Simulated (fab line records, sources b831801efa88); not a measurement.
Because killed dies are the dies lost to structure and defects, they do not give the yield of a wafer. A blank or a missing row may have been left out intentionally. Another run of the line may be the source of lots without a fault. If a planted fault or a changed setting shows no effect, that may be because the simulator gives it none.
Which of the tools did it? ; flow sky130 ; 33 wafers from 11 lots sampled at 5 of the route's 708 steps

WHAT EACH GAUGE READ, for each wafer
SKY_VIA2_THK_MEAS_23: measures by xrf.
lot;measured;on;VIA2_W_THK (nm)
L153;day 37 04:49;film_metro-04;410 406 409
L158;day 38 14:19;film_metro-02;418 417 416
L160;day 39 21:10;film_metro-04;416 416 413
L163;day 40 10:10;film_metro-01;416 405 417
L164;day 41 04:11;film_metro-02;404 417 422
L165;day 41 04:57;film_metro-02;421 420 416
L167;day 41 12:51;film_metro-01;407 419 418
L166;day 41 14:07;film_metro-01;408 407 413
L169;day 42 00:40;film_metro-04;406 410 401
L173;day 43 05:16;film_metro-02;413 412 410
L174;day 43 06:29;film_metro-02;410 415 410

SKY_CAPM_THK_MEAS_01.
lot;measured;on;CAPM_CVD_00_THK (nm)
L153;day 37 05:21;film_metro-03;15.40 15.81 16.08
L158;day 38 14:51;film_metro-01;15.29 15.31 15.51
L160;day 39 21:43;film_metro-01;15.36 15.63 16.00
L163;day 40 10:43;film_metro-01;15.12 15.50 15.66
L164;day 41 04:44;film_metro-03;13.81 13.58 14.01
L165;day 41 05:29;film_metro-03;13.91 13.71 14.06
L167;day 41 13:40;film_metro-02;13.77 14.00 14.05
L166;day 41 14:52;film_metro-03;15.44 15.83 15.81
L169;day 42 01:12;film_metro-01;13.96 14.10 13.74
L173;day 43 05:49;film_metro-01;14.92 15.34 15.31
L174;day 43 07:02;film_metro-02;15.14 15.60 15.90

WHICH TOOL RAN EACH LOT (tool, then ch and the chambers of the sampled wafers, then the start)
lot;SKY_METAL2_STRIP_20;SKY_VIA2_SPUTTER_20;SKY_CAPM_CVD_00
L153;plasma_asher-04 ch 0,1, day 36 00:10;pvd_sputter-04, day 37 04:31;pecvd-04 ch 1,2, day 37 05:20
L158;plasma_asher-02 ch 0,1, day 37 10:20;pvd_sputter-04, day 38 13:59;pecvd-04 ch 1,2, day 38 14:49
L160;plasma_asher-02 ch 0,1, day 38 18:04;pvd_sputter-02, day 39 20:52;pecvd-04 ch 0,1,2, day 39 21:41
L163;plasma_asher-02 ch 0,1, day 39 06:31;pvd_sputter-04, day 40 09:52;pecvd-01 ch 0,2, day 40 10:41
L164;plasma_asher-02 ch 0,1, day 40 01:10;pvd_sputter-02, day 41 03:53;pecvd-04 ch 1,2, day 41 04:43
L165;plasma_asher-04 ch 0,1, day 40 01:13;pvd_sputter-02, day 41 04:38;pecvd-04 ch 0,1, day 41 05:28
L167;plasma_asher-04 ch 1, day 40 09:40;pvd_sputter-04, day 41 12:32;pecvd-04 ch 0,1, day 41 13:38
L166;plasma_asher-04 ch 0,1, day 40 10:59;pvd_sputter-02, day 41 13:47;pecvd-01 ch 0,2, day 41 14:50
L169;plasma_asher-02 ch 0,1, day 40 22:49;pvd_sputter-04, day 42 00:22;pecvd-04 ch 0,1,2, day 42 01:11
L173;plasma_asher-04 ch 0,1, day 42 03:07;pvd_sputter-01, day 43 04:57;pecvd-01 ch 0,1, day 43 05:47
L174;plasma_asher-02 ch 0,1, day 42 04:25;pvd_sputter-02, day 43 06:11;pecvd-03 ch 0,2, day 43 07:01
- SKY_METAL2_STRIP_20: strips in O2/N2.
- SKY_VIA2_SPUTTER_20: material TiN, target thk 20 nm, time 80 s.
- SKY_CAPM_CVD_00: deposits SiO2, target thk 15.5 nm.

WHAT THE TOOLS THEMSELVES READ (means of the sampled wafers that have a number; where no wafer has one, the mark that the record gives instead)
SKY_METAL2_STRIP_20.
lot;tool;chamber_pressure_mTorr (mTorr);drypump_motor_current_A (A);oes_product_au (a.u.);strip_time_to_endpoint_s (s)
L153;plasma_asher-04;1500;5.3;0.340;2.72
L158;plasma_asher-02;1499;5.4;0.345;2.74
L160;plasma_asher-02;1500;5.6;0.349;2.75
L163;plasma_asher-02;1499;5.4;0.343;2.70
L164;plasma_asher-02;1499;5.6;0.343;2.78
L165;plasma_asher-04;1501;5.4;0.345;2.72
L167;plasma_asher-04;1500;5.7;0.350;2.77
L166;plasma_asher-04;1500;5.5;0.348;2.76
L169;plasma_asher-02;1501;5.4;0.340;2.68
L173;plasma_asher-04;1499;5.2;0.339;2.72
L174;plasma_asher-02;1500;5.4;0.346;2.79

SKY_VIA2_SPUTTER_20.
lot;tool;throttle_valve_pct (%)
L153;pvd_sputter-04;28.9
L158;pvd_sputter-04;29.3
L160;pvd_sputter-02;29.5
L163;pvd_sputter-04;29.3
L164;pvd_sputter-02;30.2
L165;pvd_sputter-02;30.0
L167;pvd_sputter-04;29.1
L166;pvd_sputter-02;30.3
L169;pvd_sputter-04;29.3
L173;pvd_sputter-01;30.5
L174;pvd_sputter-02;30.1

SKY_CAPM_CVD_00.
lot;tool;heater_power_w (W)
L153;pecvd-04;699
L158;pecvd-04;751
L160;pecvd-04;723
L163;pecvd-01;620
L164;pecvd-04;731
L165;pecvd-04;725
L167;pecvd-04;765
L166;pecvd-01;636
L169;pecvd-04;741
L173;pecvd-01;658
L174;pecvd-03;776

THE ANSWER, worked out from the rows above alone
Rule: usual is defined by the lots themselves. Put in order of their means at a reading, lots are off if they are a third of the lots or fewer, leave a main group of 4 or more, and stand apart from it by a gap of 3 or more times the standard deviation of the main group's means; of several such gaps the widest counts. A main group whose means are all the same, to the digits that the tables above print for the reading, isn't used. Also off: a lot with no number at a reading for which 4 or more lots have one. The other lots that the step has rows for count as sound. After the gauges, taken in route order, come the tools' own readings; for these a lot's mean is taken, as printed above. The first step at which some lot is off is used, and at that step the reading that is off furthest; a lot without a number counts as furthest.
Nothing can be told from this: no lot is off at any reading shown.

WHAT THE SIMULATOR HAD PUT IN
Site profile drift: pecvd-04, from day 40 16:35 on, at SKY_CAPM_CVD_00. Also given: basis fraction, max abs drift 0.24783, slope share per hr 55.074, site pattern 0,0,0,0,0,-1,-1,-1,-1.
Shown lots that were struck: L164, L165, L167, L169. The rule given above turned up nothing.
